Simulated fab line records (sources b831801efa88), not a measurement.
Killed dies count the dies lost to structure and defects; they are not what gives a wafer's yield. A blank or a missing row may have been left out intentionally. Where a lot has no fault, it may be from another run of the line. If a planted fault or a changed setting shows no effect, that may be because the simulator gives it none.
Struck lot and sound lot, side by side | flow gf180mcu | 21 out of 602 route steps
Sound: these wafers, L960.1, L960.4, L960.6. Wafers L973.1, L973.2, L973.4 were the ones struck. At the end, the cause is stated.
For every step that has rows: the tool of each side, followed by ch and its chambers, followed by its first start. Under that, the readings that differ: sound wafers | struck wafers | difference of the means | sigmas: that difference in standard deviations of wafers without a fault.
alike: readings whose means differ by less than 2 such deviations, and words and numbers that are the same on both sides. not compared: withheld readings, readings that some wafer has no value for, bounds like >300 that may hide the same value, and numbers for which the record gives no deviation and whose values overlap.
The two part at a step that has a row with sigmas, a row that says differs or no value, or rows on one side only. Non-overlapping numbers with no deviation appear without sigmas and do not part them. A reading missing from all wafers of one side parts the sides only when that side holds two or more wafers.

GF_SALICIDE_RTA_08: time 30 s.
  sound on rtp-anneal-02 ch 0, day 16 06:58; struck on rtp-anneal-02 ch 0, day 21 07:31
  alike: lamp-power-pct, wafer_temp_C_max
then, 1 step without rows for these wafers: GF_CONTACT_CVD_00 (deposits SiO2, target thk 300 nm, time 50 s).
GF_CONTACT_THK_MEAS_01:
  sound on film-metro-04, day 16 07:06; struck on film-metro-02, day 21 07:39
  reading                 | sound       | struck      | difference | sigmas
  CONTACT_CVD_00_THK (nm) | 308 307 311 | 292 300 292 | -14        | -3
GF_CONTACT_CVD_02: deposits SiO2 from TEOS, target thk 860 nm, time 95.992 s.
  sound on pecvd-03 ch 0,2, day 16 07:10; struck on pecvd-04 ch 0,1, day 21 07:43
  alike: heater-power-outer-w, heater-power-w
GF_CONTACT_THK_MEAS_03:
  sound on film-metro-04, day 16 07:14; struck on film-metro-02, day 21 07:47
  alike: CONTACT_CVD_02_THK
GF_CONTACT_CMP_04: polishes SiO2.
  sound on cmp-01 ch 1,2, day 16 07:20; struck on cmp-01 ch 1,2,3, day 21 07:50
  reading                | sound       | struck    | difference | sigmas
  time-to-endpoint-s (s) | 127 122 120 | 97 98 111 | -21        | -3
  alike: edge-zone-pressure-frac, motor-current-A
GF_CONTACT_BOW_MEAS_05:
  sound on film-metro-01, day 16 07:35; struck on film-metro-02, day 21 08:13
  alike: CONTACT_BOW
then, 5 steps without rows for these wafers: GF_CONTACT_DEHYDRATE_06 (time 60 s); GF_CONTACT_HMDS_07 (prime time 60 s); GF_CONTACT_COAT_08; GF_CONTACT_COAT_09 (resist thk 1000 nm); GF_CONTACT_SOFTBAKE_10 (time 60 s).
GF_CONTACT_EXPOSE_11: exposes mask Contact, target cd 220 nm.
  sound on krf-scanner-01 ch 0, day 16 19:26; struck on krf-scanner-02 ch 0, day 21 20:38
  alike: mask
then, 2 steps without rows for these wafers: GF_CONTACT_PEB_12 (peb time 90 s); GF_CONTACT_DEVELOP_13 (develop time 60 s).
GF_CONTACT_CD_MEAS_14 targets a cd of 220 nm.
  sound on cd-sem-02, day 17 06:50; struck on cd-sem-02, day 22 08:43
  reading    | sound             | struck            | difference | sigmas
  cd-nm (nm) | 220.6 218.4 221.0 | 203.2 203.6 198.4 | -18.3      | -13
  not compared: hold
GF_CONTACT_OVL_MEAS_15:
  sound on overlay-01, day 17 06:57; struck on overlay-01, day 22 10:59
  reading | sound | struck                                                                     | difference                   | sigmas
  hold    | - - - | await-dispo/2.1h/release await-dispo/2.1h/release await-dispo/2.1h/release | no value on the sound wafers |
  alike: CONTACT_OVL
GF_CONTACT_ETCH_16: etches BARC in N2/H2.
  sound on rie-diel-02 ch 1,2, day 17 06:59; struck on rie-diel-01 ch 0,2,3, day 22 11:01
  reading                  | sound             | struck        | difference | sigmas
  model.CONTACT.cd-nm (nm) | 221.8 217.4 220.1 | 202 203 198.7 | -19        |
  alike: drypump-motor-current-A, oes-product-au, throttle-valve-pct
GF_CONTACT_ETCH_17: etches SiO2 in C4F8/O2/Ar, stops on CoSi2, target depth 860 nm.
  sound on rie-diel-02 ch 1,2; struck on rie-diel-01 ch 0,2,3
  reading                  | sound             | struck            | difference | sigmas
  model.CONTACT.cd-nm (nm) | 223.5 219.3 221.7 | 201.8 202.1 199.2 | -20.5      |
  alike: oes-product-au
GF_CONTACT_STRIP_18: strips in O2/N2.
  sound on plasma-asher-03 ch 0,1, day 17 07:09; struck on plasma-asher-03 ch 0,1, day 22 11:11
  alike: drypump-motor-current-A, heater-power-w, oes-product-au
  not compared: rf-hours-counter-h
-- the record jumps here: 11 days lie between the struck wafers' starts before and after (it left off in module CONTACT and takes up again in module PASSIVATION, whose first step shown is number 602 of the route) --
GF_PASSIVATION_PROBE_99:
  sound on prober-02, day 30 02:01; struck on prober-02, day 33 19:30
  no value came back on the struck wafers for any of 5 readings (model.etest.contact-to-gate.bv-right-v (V), model.etest.contact-to-gate.bv-left-v (V) and others); on the sound wafers model.etest.contact-to-gate.bv-right-v (V) reads 35.11 35.42 35.26
  reading | sound | struck                                                                     | difference                   | sigmas
  hold    | - - - | await-dispo/2.2h/release await-dispo/2.2h/release await-dispo/2.2h/release | no value on the sound wafers |

== WHERE THEY PART ==
Earliest at GF_CONTACT_THK_MEAS_01; latest, in this record, at GF_PASSIVATION_PROBE_99.

WHY: what the simulator had put in
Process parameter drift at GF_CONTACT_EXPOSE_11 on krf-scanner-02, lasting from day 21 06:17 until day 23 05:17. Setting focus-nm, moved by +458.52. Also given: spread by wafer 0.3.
